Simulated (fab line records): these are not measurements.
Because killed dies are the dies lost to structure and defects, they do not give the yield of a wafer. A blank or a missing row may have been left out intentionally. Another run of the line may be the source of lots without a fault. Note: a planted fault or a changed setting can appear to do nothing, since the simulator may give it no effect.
Which of the tools did it? ; flow sky130 ; 30 wafers from 10 lots sampled at 4 of the route's 708 steps

== WHAT EACH GAUGE READ, for each wafer ==
SKY_VIA4_RS_MEAS_19: a four-point-probe measurement.
lot;measured;on;VIA4_W_RS (ohm/sq)
L934;day 42 14:07;film-metro-03;0.232 0.225 0.229
L935;day 43 04:49;film-metro-03;0.221 0.229 0.220
L936;day 43 11:48;film-metro-03;0.233 0.222 0.220
L939;day 43 22:59;film-metro-03;0.227 0.227 0.227
L943;day 45 18:24;film-metro-04;0.226 0.142 0.221
L944;day 46 03:05;film-metro-03;0.227 0.143 0.227
L947;day 46 14:52;film-metro-04;0.228 0.228 0.230
L953;day 47 15:55;film-metro-03;0.226 0.227 0.229
L955;day 48 00:48;film-metro-04;0.229 0.229 0.229
L957;day 48 22:38;film-metro-02;0.230 0.226 0.227

== TOOL THAT RAN EACH LOT (tool first, then ch and the chambers of the sampled wafers, then the start) ==
lot;SKY_METAL4_SPUTTER_04;SKY_METAL4_DESCUM_15;SKY_VIA4_CVD_18
L934;pvd-sputter-01, day 39 11:32;rie-metal-02 ch 0,1, day 41 12:25;cvd-w-01 ch 0,1, day 42 13:58
L935;pvd-sputter-02, day 40 04:49;rie-metal-01 ch 0,1, day 42 04:10;cvd-w-02 ch 0,1, day 43 04:40
L936;pvd-sputter-03, day 40 10:24;rie-metal-01 ch 0,1, day 42 10:35;cvd-w-02 ch 0,1, day 43 11:39
L939;pvd-sputter-02, day 40 23:14;rie-metal-01 ch 0, day 42 21:38;cvd-w-01 ch 0, day 43 22:49
L943;pvd-sputter-01, day 42 19:52;rie-metal-03 ch 1, day 44 17:35;cvd-w-02 ch 0,1, day 45 18:16
L944;pvd-sputter-03, day 43 07:37;rie-metal-01 ch 0,1, day 45 03:48;cvd-w-02 ch 0,1, day 46 02:56
L947;pvd-sputter-02, day 43 18:15;rie-metal-01 ch 0,1, day 45 15:37;cvd-w-01 ch 0,1, day 46 14:40
L953;pvd-sputter-02, day 44 22:20;rie-metal-01 ch 0,1, day 46 17:40;cvd-w-01 ch 1, day 47 15:44
L955;pvd-sputter-01, day 45 08:43;rie-metal-03 ch 0,1, day 47 02:13;cvd-w-01 ch 0,1, day 48 00:38
L957;pvd-sputter-01, day 46 08:56;rie-metal-01 ch 0,1, day 48 00:44;cvd-w-01 ch 1, day 48 22:28
- SKY_METAL4_SPUTTER_04: material TiN, target thk 70 nm, time 58.3 s.
- SKY_METAL4_DESCUM_15: chemistry O2, time 8 s.
- SKY_VIA4_CVD_18: deposits W, target thk 505 nm, time 152.14 s.

== THE ANSWER, worked out from the rows above alone ==
Rule: the lots themselves supply what counts as usual. Put in order of their means at a reading, lots are off if they are a third of the lots or fewer, leave a main group of 4 or more, and stand apart from it by a gap of 3 or more times the standard deviation of the main group's means; of several such gaps the widest counts. A main group whose means are all the same, to the digits that the tables above print for the reading, isn't used. A lot without any number at a reading at which 4 lots or more have one is off too. The other lots that the step has rows for count as sound.
Off: L943, L944, seen at SKY_VIA4_RS_MEAS_19 (VIA4_W_RS). Mean 0.227 ohm/sq and standard deviation 0.0019 in the main group.
A tool fits if, at a process step before that reading, it ran every lot that is off, and no sound lot after the first of them. Those tools and the gauges at SKY_VIA4_RS_MEAS_19 are tried in the same way. One candidate fits, namely cvd-w-02 at SKY_VIA4_CVD_18. Its last sound lot is L936 (day 43 11:39), its first lot that is off L943 (day 45 18:16): a fault that began between those two fits.

== WHAT THE SIMULATOR HAD INSERTED ==
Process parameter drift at SKY_VIA4_CVD_18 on cvd-w-02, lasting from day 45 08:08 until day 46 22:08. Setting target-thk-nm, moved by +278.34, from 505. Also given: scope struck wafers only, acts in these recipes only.
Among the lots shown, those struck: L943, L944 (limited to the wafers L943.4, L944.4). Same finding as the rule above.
